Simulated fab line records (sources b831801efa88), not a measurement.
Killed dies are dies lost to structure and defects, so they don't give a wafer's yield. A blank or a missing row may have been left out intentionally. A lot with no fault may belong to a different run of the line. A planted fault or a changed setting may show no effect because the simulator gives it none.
Chamber matching || flow gf180mcu || GF_V4_CVD_02 on pecvd-02 has 3 sister chambers
The step deposits SiO2 from TEOS, target thk 850 nm, time 94.851 s. 6 wafers are shown with their chamber, then 7 later ones without.

WAFERS WITH THEIR CHAMBER
{"wafer": "L285.6", "chamber": 0, "heater-power-w (W)": 754}
{"wafer": "L289.4", "chamber": 1, "heater-power-w (W)": 813}
{"wafer": "L289.5", "chamber": 2, "heater-power-w (W)": 768}
{"wafer": "L289.6", "chamber": 0, "heater-power-w (W)": 634}
{"wafer": "L297.2", "chamber": 2, "heater-power-w (W)": 822}
{"wafer": "L297.3", "chamber": 1, "heater-power-w (W)": 918}

WAFERS WITH NO CHAMBER GIVEN
{"wafer": "L297.4", "heater-power-w (W)": 711}
{"wafer": "L298.1", "heater-power-w (W)": 807}
{"wafer": "L298.5", "heater-power-w (W)": 768}
{"wafer": "L298.6", "heater-power-w (W)": 865}
{"wafer": "L300.3", "heater-power-w (W)": 846}
{"wafer": "L300.5", "heater-power-w (W)": 787}
{"wafer": "L300.6", "heater-power-w (W)": 883}

THE CHAMBER EACH PASSED THROUGH
{"wafer": "L297.4", "from the rows above": "can't be placed: 0 or 2", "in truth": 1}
{"wafer": "L298.1", "from the rows above": "can't be placed: 2 or 1 or 0", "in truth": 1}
{"wafer": "L298.5", "from the rows above": "can't be placed: 2 or 0 or 1", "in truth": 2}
{"wafer": "L298.6", "from the rows above": "can't be placed: 1 or 2", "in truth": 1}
{"wafer": "L300.3", "from the rows above": "can't be placed: 1 or 2 or 0", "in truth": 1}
{"wafer": "L300.5", "from the rows above": "can't be placed: 2 or 1 or 0", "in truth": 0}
{"wafer": "L300.6", "from the rows above": "can't be placed: 1 or 2", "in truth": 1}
0 of 7 placed correctly. From these rows, 7 cannot be placed; in 6 the true chamber is one of the candidates. Wrongly placed: 0.
How it was worked out, from the rows above alone: a wafer's distance from a chamber is the root of the sum, over the readings, of the square of ((its reading less the chamber's mean) divided by the reading's scatter). The wafer belongs to the nearest chamber; if the next one is less than 2 further off, it can't be placed. A chamber's mean is the mean of its shown wafers. How the scatter is found: for the shown wafers, subtract from each reading the mean of its chamber, square and add these, divide the total by (wafers less chambers), then take the root.
